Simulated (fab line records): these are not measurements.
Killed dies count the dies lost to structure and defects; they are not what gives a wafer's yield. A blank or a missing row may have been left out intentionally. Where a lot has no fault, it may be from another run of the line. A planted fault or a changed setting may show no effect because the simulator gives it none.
Which of the tools did it?	flow sfq line	Sampling: 7 lots, 21 wafers, 2 of 325 route steps

WHAT EACH GAUGE READ, for each wafer
SFQ_M7_RS_MEAS_943: a four-point-probe measurement.
lot	measured	on	M7_NB_RS (ohm/sq)
L296	day 68 15:32	film metro-04	0.891 0.890 0.881
L301	day 72 20:25	film metro-02	0.886 0.877 0.883
L304	day 73 08:49	film metro-01	0.898 0.650 0.896
L310	day 76 16:17	film metro-01	0.887 0.887 0.893
L313	day 79 13:42	film metro-02	0.890 0.891 0.893
L315	day 79 19:40	film metro-01	0.888 0.881 0.874
L317	day 79 22:38	film metro-04	0.887 0.889 0.894

EACH LOT AND THE TOOL THAT RAN IT (in order: tool; ch and the chambers of the sampled wafers; start)
lot	SFQ_TRILAYER_M7_DEP_SPUTTER_175
L296	pvd sputter-06, day 68 15:25
L301	pvd sputter-06, day 72 20:19
L304	pvd sputter-05, day 73 08:40
L310	pvd sputter-06, day 76 16:09
L313	pvd sputter-05, day 79 13:33
L315	pvd sputter-03, day 79 19:33
L317	pvd sputter-06, day 79 22:33
- SFQ_TRILAYER_M7_DEP_SPUTTER_175: material Nb, target thk 200 nm, time 133.3 s.

THE ANSWER, worked out from the rows above alone
Rule: the usual values come from the lots themselves. The widest of any qualifying gaps counts: lots, ordered by their means at a reading, are off when they make up no more than a third of the lots, leave a main group of 4 or more, and stand apart from it by 3 or more times the standard deviation of that group's means. Not used: any main group whose means are identical at the precision the tables above print for the reading. Also off: a lot with no number at a reading for which 4 or more lots have one. The other lots that the step has rows for count as sound.
Off: at SFQ_M7_RS_MEAS_943 (M7_NB_RS), L304. For the main group the mean is 0.887 ohm/sq and the standard deviation 0.0039.
If a tool, at a process step before that reading, ran all the lots that are off and no sound lot after the first of them, it fits. Gauges at SFQ_M7_RS_MEAS_943: tried the same way as those tools. Of those tried, none fits.

WHAT THE SIMULATOR HAD PUT IN
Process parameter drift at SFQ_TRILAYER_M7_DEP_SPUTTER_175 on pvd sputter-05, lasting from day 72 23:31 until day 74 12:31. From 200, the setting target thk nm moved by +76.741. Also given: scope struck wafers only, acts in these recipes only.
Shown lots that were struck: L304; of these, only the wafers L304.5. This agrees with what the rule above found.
